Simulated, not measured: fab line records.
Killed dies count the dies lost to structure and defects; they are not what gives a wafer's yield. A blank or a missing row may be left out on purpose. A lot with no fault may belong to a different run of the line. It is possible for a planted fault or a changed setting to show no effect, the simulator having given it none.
fab line records	flow sky130
record: lots: 6	wafers: 18	lastDay: 49
route steps=708 shown CAP2M@620 METAL4@621 PAD_OPEN@708
lots untouched by any fault: they come from a run of this same line in which no faults occurred
startH: hours from the record's first day to the start of the lot's first wafer shown	waitH: hours since the lot's step before	" as in the row above	L1.1+2: a single row standing in for several wafers	- no value, or no start was given	* or withheld: withheld	< > ~ a bound
route shown NAME@n: NAME is a module with steps in the file, n the number in the route of the first one	usual: mean/standard deviation taken from wafers without a fault	same: alike in all rows	chamber/n: place in a boat	sites: readings site by site	_std_site: standard deviation of those values	_edge_site: outer sites' mean less inner sites'	radiusMm: how far each site lies from the wafer's centre	mask NAME#n: copy n	behind: the tool/chamber that last shaped the wafer	hold: what put the lot on hold/how long, in hours/how the hold closed	device: transistor that didn't switch, given as n, p or np	end of line: tests run on the same wafers once the route is complete	a step without rows: its recipe alone	killed: dies lost to structure and defects at the first sort, not the wafer's yield	map: the dies of a wafer, with x for killed, . for not killed, _ for no die there
set.NAME: setting as actually run; set.NAME@STEP: the setting as run at that earlier step	model.NAME: the simulator's own value behind a step, which no gauge read
a table for each step, a row for each wafer; lots at some steps of the route
services: when a tool's chamber went out of use (startH, in hours from the record's first day, below 0 if earlier), for how many hours, and the reason
== steps ==
step: SKY_CAP2M_CLEAN_17
recipe: chemistry: O3/DIW	dry: n2Spin
step: SKY_METAL4_DEHYDRATE_05
recipe: tempC: 200	timeS: 60
step: SKY_METAL4_HMDS_06
recipe: primeTimeS: 60	primeTempC: 120
step: SKY_METAL4_COAT_07
recipe: resist: BARC	tempC: withheld	timeS: withheld	spinRpm: 3000	resistThkNm: 60
step: SKY_METAL4_COAT_08
recipe: resist: KrF-thick	spinRpm: 3000	resistThkNm: 1140
step: SKY_METAL4_SOFTBAKE_09
recipe: tempC: 100	timeS: 90	resist: KrF-thick
step: SKY_METAL4_EXPOSE_10
recipe: maskId: MM4	na: 0.68	sourceShape: annular	sigmaInner: 0.4	sigmaOuter: 0.8	targetCdNm: 300	doseMj: 28
step: SKY_METAL4_PEB_11
recipe: pebTempC: withheld	pebTimeS: withheld	resist: KrF-thick
step: SKY_METAL4_DEVELOP_12
recipe: developTimeS: 60	resist: KrF-thick	devTempC: 21
step: SKY_METAL4_CD_MEAS_13
recipe: targetCdNm: 300
usual: cdNm: 299.9/1.5
lot.wafer	tool	chamber	startH	waitH	cdNm
L774.2	cdSem-01	-	979.91	-	302.1
L774.5	"	-	"	"	300.4
L774.6	"	-	"	"	301.8
L781.1	cdSem-01	-	1047.24	-	299.7
L781.3	"	-	"	"	300.8
L781.5	"	-	"	"	300.0
L783.1	cdSem-02	-	1049.88	-	301.6
L783.2	"	-	"	"	302.5
L783.6	"	-	"	"	302.1
L787.2	cdSem-01	-	1068.51	-	299.5
L787.4	"	-	"	"	298.9
L787.5	"	-	"	"	300.6
L788.1	cdSem-01	-	1073.63	-	297.8
L788.2	"	-	"	"	298.7
L788.5	"	-	"	"	297.8
L792.1	cdSem-02	-	1096.91	-	300.7
L792.4	"	-	"	"	300.1
L792.6	"	-	"	"	298.7
step: SKY_METAL4_OVL_MEAS_14
usual: METAL4_OVL: -2/5.6
lot.wafer	tool	chamber	startH	waitH	METAL4_OVL[nm]
L774.2	overlay-01	-	980.01	0.1	-7
L774.5	"	-	"	"	4
L774.6	"	-	"	"	-9
L781.1	overlay-02	-	1047.36	0.1	-8
L781.3	"	-	"	"	-5
L781.5	"	-	"	"	-6
L783.1	overlay-02	-	1050.00	0.1	1
L783.2	"	-	"	"	6
L783.6	"	-	"	"	-1
L787.2	overlay-01	-	1068.61	0.1	0
L787.4	"	-	"	"	0
L787.5	"	-	"	"	7
L788.1	overlay-01	-	1073.75	0.1	0
L788.2	"	-	"	"	3
L788.5	"	-	"	"	1
L792.1	overlay-01	-	1097.03	0.1	3
L792.4	"	-	"	"	-9
L792.6	"	-	"	"	-8
step: SKY_METAL4_DESCUM_15
recipe: chemistry: O2	sourcePowerW: 150	biasPowerW: 0	pressureMtorr: 10	tempC: 40	timeS: 8
usual: drypumpMotorCurrentA: 5.8/0.49	oesProductAu: 1.002/0.02
lot.wafer	tool	chamber	startH	waitH	drypumpMotorCurrentA	oesProductAu	rfHoursCounterH
L774.2	rieMetal-02	0	980.04	0.0	6.5	1.013	7
L774.5	"	1	"	"	5.3	0.994	-
L774.6	"	0	"	"	6.6	1.010	-
L781.1	rieMetal-03	0	1047.39	0.0	5.6	1.039	14
L781.3	"	1	"	"	6.0	0.979	-
L781.5	"	1	"	"	6.0	0.988	-
L783.1	rieMetal-01	1	1050.04	0.0	5.2	1.005	5
L783.2	"	0	"	"	6.3	0.995	18
L783.6	"	0	"	"	6.3	0.989	-
L787.2	rieMetal-03	0	1068.64	0.0	5.6	1.025	15
L787.4	"	1	"	"	6.0	0.979	-
L787.5	"	1	"	"	6.0	0.986	-
L788.1	rieMetal-01	1	1073.79	0.0	5.2	0.984	7
L788.2	"	0	"	"	6.3	0.985	20
L788.5	"	1	"	"	5.2	0.999	-
L792.1	rieMetal-03	0	1097.06	0.0	5.6	1.019	18
L792.4	"	1	"	"	6.0	0.982	-
L792.6	"	0	"	"	5.6	1.035	-
step: SKY_METAL4_ETCH_16
recipe: chemistry: N2/H2	target: BARC	ionEnergyEv: 200	biasW: 100	pressureMtorr: 30	n2FlowSccm: 100	h2FlowSccm: 200	icpW: 500	stopOn: SiO2	timeS: 88.2	targetDepthA: 600
usual: drypumpMotorCurrentA: 5.8/0.49	oesProductAu: 0.627/0.0045	runLengthS: 116.3/0.37	throttleValvePct: 13.205/0.0089
lot.wafer	tool	chamber	startH	waitH	drypumpMotorCurrentA	oesProductAu	rfHoursCounterH	runLengthS	throttleValvePct
L774.2	rieMetal-02	0	980.07	0.0	6.6	0.622	7	117.1	13.197
L774.5	"	1	"	"	5.3	0.628	-	116.7	13.187
L774.6	"	0	"	"	6.6	0.622	-	116.8	13.212
L781.1	rieMetal-03	0	1047.42	0.0	5.6	0.626	14	116.1	13.195
L781.3	"	1	"	"	5.9	0.628	-	116.3	13.191
L781.5	"	1	"	"	6.0	0.623	-	116.5	13.219
L783.1	rieMetal-01	1	1050.07	0.0	5.2	0.627	5	115.7	13.211
L783.2	"	0	"	"	6.3	0.624	18	116.2	13.207
L783.6	"	0	"	"	6.3	0.636	-	115.9	13.210
L787.2	rieMetal-03	0	1068.68	0.0	5.6	0.624	15	116.0	13.206
L787.4	"	1	"	"	6.0	0.649	-	111.7	13.201
L787.5	"	1	"	"	6.0	0.656	-	112.0	13.193
L788.1	rieMetal-01	1	1073.82	0.0	5.1	0.620	7	115.9	13.200
L788.2	"	0	"	"	6.3	0.629	20	116.1	13.205
L788.5	"	1	"	"	5.1	0.624	-	115.8	13.207
L792.1	rieMetal-03	0	1097.09	0.0	5.6	0.625	18	116.0	13.208
L792.4	"	1	"	"	6.0	0.651	-	111.8	13.209
L792.6	"	0	"	"	5.6	0.626	-	116.1	13.212
step: SKY_METAL4_ETCH_17
recipe: target: SiO2	stopOn: TiN	chemistry: C4F8/O2/Ar	sourceW: 1500	biasW: 1200	pressureMtorr: 40	c4f8FlowSccm: withheld	O2_flow_sccm: 6	Ar_flow_sccm: 300	timeS: 3.9	targetDepthA: 150
usual: oesProductAu: 0.753/0.0085
lot.wafer	tool	chamber	startH	waitH	oesProductAu	rfHoursCounterH
L774.2	rieDiel-03	3	980.17	0.1	0.757	20
L774.5	"	0	"	"	0.755	-
L774.6	"	1	"	"	0.758	-
L781.1	rieDiel-03	0	1047.52	0.1	0.747	15
L781.3	"	3	"	"	0.751	22
L781.5	"	1	"	"	0.755	-
L783.1	rieDiel-03	0	1050.17	0.1	0.741	16
L783.2	"	2	"	"	0.739	18
L783.6	"	3	"	"	0.757	-
L787.2	rieDiel-03	3	1068.77	0.1	0.745	23
L787.4	"	2	"	"	0.762	18
L787.5	"	3	"	"	0.762	-
L788.1	rieDiel-04	1	1073.92	0.1	0.767	11
L788.2	"	0	"	"	0.753	22
L788.5	"	1	"	"	0.768	-
L792.1	rieDiel-03	1	1097.19	0.1	0.760	22
L792.4	"	3	"	"	0.766	-
L792.6	"	1	"	"	0.766	-
step: SKY_PAD_OPEN_PROBE_99
usual: defectLimitedYield: 82.5/1.8	killed_at_M0_to_M3: 44/6.6	killed_at_M4_up: 2.9/1.8	killedAtContacts: 24/4.8	killedAtFrontEnd: 15/4.5	killedAtOther: 0.3/0.64	killedDies: 86/8.7	killedOpen: 47/6.5	killedShort: 39/5.8	sort_bin_3_pad_short: 0.9/0.4	sort_bin_5_function: 10.3/1.4	sort_bin_6_memory: 6.2/1.1	sortNPass: 406/8.7	sortYieldPct: 82.5/1.8
same: grossDies: 492	killedAtBackSide: 0	sort_bin_4_leakage[%]: 0	sort_bin_8_speed[%]: 0
lot.wafer	tool	chamber	startH	waitH	defectLimitedYield[%]	killed_at_M0_to_M3	killed_at_M4_up	killedAtContacts	killedAtFrontEnd	killedAtOther	killedDies	killedOpen	killedShort	sort_bin_3_pad_short[%]	sort_bin_5_function[%]	sort_bin_6_memory[%]	sortNPass	sortYieldPct[%]
L774.2	prober-02	-	1076.40	0.1	83.1	41	4	19	18	1	83	41	41	1.4	9.6	5.9	409	83.1
L774.5	prober-02	-	1076.55	0.2	81.3	57	1	18	16	0	92	54	38	0.6	10.8	7.3	400	81.3
L774.6	prober-02	-	1076.60	0.2	82.5	42	2	29	12	1	86	37	48	1.4	11.2	4.9	406	82.5
L781.1	prober-02	-	1134.82	0.1	87.0	24	3	24	13	0	64	40	24	0.4	7.5	5.1	428	87.0
L781.3	prober-02	-	1134.92	0.2	87.4	31	1	21	9	0	62	38	24	0.6	8.7	3.3	430	87.4
L781.5	prober-02	-	1135.02	0.2	86.6	43	1	13	9	0	66	39	27	0.6	8.9	3.9	426	86.6
L783.1	prober-02	-	1138.44	0.1	83.3	52	2	17	11	0	82	42	40	0.8	10.2	5.7	410	83.3
L783.2	prober-02	-	1138.49	0.1	83.3	41	4	23	14	0	82	41	41	1.6	8.3	6.7	410	83.3
L787.2	prober-01	-	1152.95	0.1	85.2	35	1	22	15	0	73	34	39	1.2	8.5	5.1	419	85.2
L787.4	prober-01	-	1153.05	0.2	80.9	55	1	29	9	0	94	53	41	0.8	11.6	6.7	398	80.9
L787.5	prober-01	-	1153.10	0.2	83.1	49	2	14	18	0	83	43	40	0.8	10.6	5.5	409	83.1
L788.1	prober-02	-	1159.57	0.1	82.7	46	2	25	11	1	85	41	43	0.8	8.5	7.9	407	82.7
L788.2	prober-02	-	1159.62	0.1	82.3	41	1	20	25	0	87	45	42	1.6	10.6	5.5	405	82.3
L788.5	prober-02	-	1159.77	0.2	82.9	48	5	19	12	0	84	45	39	0.2	8.9	7.9	408	82.9
L792.1	prober-02	-	1177.85	0.1	81.1	42	4	31	16	0	93	44	49	0.6	11.2	7.1	399	81.1
L792.4	prober-02	-	1178.00	0.2	82.9	43	6	25	9	1	84	49	35	0.2	10.8	6.1	408	82.9
L792.6	prober-02	-	1178.10	0.2	81.9	52	1	19	17	0	89	48	41	0.4	10.6	7.1	403	81.9
killed by level:class
L774.2 LI_CONTACT:geometricParticle:open=8 VIA2:geometricParticle:open=8 FIELD_ISO:geometricParticle:short=6 POLY_GATE:geometricParticle:open=6 METAL3:geometricParticle:short=6 VIA2:geometricParticle:short=5 CONTACT:geometricParticle:short=4 VIA1:geometricParticle:open=4
L774.5 VIA2:geometricParticle:open=13 VIA1:geometricParticle:open=12 FIELD_ISO:geometricParticle:open=8 CONTACT:geometricParticle:open=8 VIA2:geometricParticle:short=5 METAL1:geometricParticle:short=5 VIA1:geometricParticle:short=5 METAL2:geometricParticle:short=5
L774.6 CONTACT:geometricParticle:open=13 CONTACT:geometricParticle:short=8 VIA1:geometricParticle:open=8 METAL2:geometricParticle:short=7 VIA2:geometricParticle:open=7 METAL1:geometricParticle:short=6 VIA1:geometricParticle:short=6 FIELD_ISO:geometricParticle:short=4
L781.1 VIA1:geometricParticle:open=11 LI_CONTACT:geometricParticle:open=10 FIELD_ISO:geometricParticle:open=5 CONTACT:geometricParticle:open=5 CONTACT:geometricParticle:short=4 FIELD_ISO:geometricParticle:short=3 POLY_GATE:geometricParticle:short=3 LOCAL_INTERCONNECT:geometricParticle:short=3
L781.3 CONTACT:geometricParticle:open=10 VIA1:geometricParticle:open=8 VIA3:geometricParticle:open=6 VIA1:geometricParticle:short=4 LOCAL_INTERCONNECT:geometricParticle:short=4 METAL2:geometricParticle:short=4 POLY_CUT:geometricParticle:open=3 LI_CONTACT:geometricParticle:open=3
L781.5 VIA1:geometricParticle:open=14 CONTACT:geometricParticle:open=8 POLY_GATE:geometricParticle:short=5 VIA2:geometricParticle:open=5 METAL2:geometricParticle:open=4 METAL2:geometricParticle:short=4 VIA3:geometricParticle:open=4 FIELD_ISO:geometricParticle:short=3
L783.1 VIA1:geometricParticle:open=12 VIA1:geometricParticle:short=8 METAL2:geometricParticle:short=7 VIA2:geometricParticle:open=6 METAL3:geometricParticle:short=5 LI_CONTACT:geometricParticle:open=5 CONTACT:geometricParticle:open=5 VIA3:geometricParticle:open=5
L783.2 VIA1:geometricParticle:open=8 METAL2:geometricParticle:short=7 VIA3:geometricParticle:open=7 CONTACT:geometricParticle:open=6 LOCAL_INTERCONNECT:geometricParticle:short=5 FIELD_ISO:geometricParticle:short=5 CONTACT:geometricParticle:short=5 LI_CONTACT:geometricParticle:open=5
L787.2 CONTACT:geometricParticle:open=11 METAL2:geometricParticle:short=9 POLY_GATE:geometricParticle:short=8 VIA3:geometricParticle:open=6 VIA1:geometricParticle:open=6 FIELD_ISO:geometricParticle:short=5 LI_CONTACT:geometricParticle:open=4 LOCAL_INTERCONNECT:geometricParticle:short=4
L787.4 VIA1:geometricParticle:open=14 CONTACT:geometricParticle:open=10 VIA3:geometricParticle:open=8 CONTACT:geometricParticle:short=7 VIA1:geometricParticle:short=7 METAL2:geometricParticle:short=7 VIA2:geometricParticle:open=6 LI_CONTACT:geometricParticle:open=5
L787.5 VIA1:geometricParticle:open=12 VIA3:geometricParticle:open=9 CONTACT:geometricParticle:open=7 METAL1:geometricParticle:short=7 FIELD_ISO:geometricParticle:short=6 VIA2:geometricParticle:open=6 POLY_GATE:geometricParticle:short=5 METAL2:geometricParticle:short=5
L788.1 LI_CONTACT:geometricParticle:open=10 METAL2:geometricParticle:short=8 VIA3:geometricParticle:open=8 CONTACT:geometricParticle:open=7 VIA3:geometricParticle:short=7 VIA1:geometricParticle:short=5 VIA1:geometricParticle:open=5 VIA2:geometricParticle:open=5
L788.2 VIA3:geometricParticle:open=9 FIELD_ISO:geometricParticle:short=7 VIA2:geometricParticle:open=7 LI_CONTACT:geometricParticle:open=6 LOCAL_INTERCONNECT:geometricParticle:short=6 METAL1:geometricParticle:short=6 VIA1:geometricParticle:open=6 FIELD_ISO:geometricParticle:open=5
L788.5 VIA1:geometricParticle:open=10 LI_CONTACT:geometricParticle:open=7 METAL1:geometricParticle:short=7 POLY_GATE:geometricParticle:open=6 VIA2:geometricParticle:open=6 VIA3:geometricParticle:short=6 METAL2:geometricParticle:short=6 CONTACT:geometricParticle:open=5
L792.1 CONTACT:geometricParticle:short=12 VIA2:geometricParticle:open=9 VIA1:geometricParticle:open=8 LOCAL_INTERCONNECT:geometricParticle:short=7 LI_CONTACT:geometricParticle:open=6 VIA3:geometricParticle:short=5 VIA3:geometricParticle:open=5 POLY_GATE:geometricParticle:short=4
L792.4 VIA1:geometricParticle:open=15 CONTACT:geometricParticle:open=6 LI_CONTACT:geometricParticle:open=6 METAL2:geometricParticle:short=5 VIA3:geometricParticle:open=5 LI_CONTACT:geometricParticle:short=5 VIA3:geometricParticle:short=5 CONTACT:geometricParticle:short=4
L792.6 VIA1:geometricParticle:open=12 VIA3:geometricParticle:open=8 VIA2:geometricParticle:open=6 SPACER:geometricParticle:open=5 METAL2:geometricParticle:short=5 VIA2:geometricParticle:short=5 POLY_GATE:geometricParticle:open=4 LI_CONTACT:geometricParticle:short=4
== services ==
tool	chamber	startH	hours	kind
rieDiel-04	-	969.17	14.6	pm
rieMetal-01	1	970.98	21.7	repair
rieDiel-04	1	995.31	19.5	repair
rieDiel-04	2	995.54	33.2	repair
rieDiel-04	0	997.77	1.8	repair
rieDiel-03	-	1014.83	0.9	repair
rieDiel-03	2	1025.56	5.7	repair
rieMetal-03	-	1026.89	2.8	pm
rieDiel-04	3	1027.92	6.6	repair
rieDiel-03	0	1093.18	6.0	repair
== key ==
firstSign: step: SKY_METAL4_ETCH_16	reading: runLengthS	direction: down	sigmas: 12	usual: *	struck: *
effect: step: SKY_METAL4_ETCH_16	reading: oesProductAu	direction: up	sigmas: 5.5	usual: 0.627	struck: 0.652
metAt SKY_METAL4_ETCH_16
struckWafers L787.4,L787.5,L792.4
onsetBetween 1047.42 1068.68
fault: kind: processParameterDrift	tool: rieMetal-03	chamber: 1	onsetH: 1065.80	steps: SKY_METAL4_ETCH_16	channel: timeS	offset: *	shape: step	endH: 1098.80	actsIn: *	stated: *
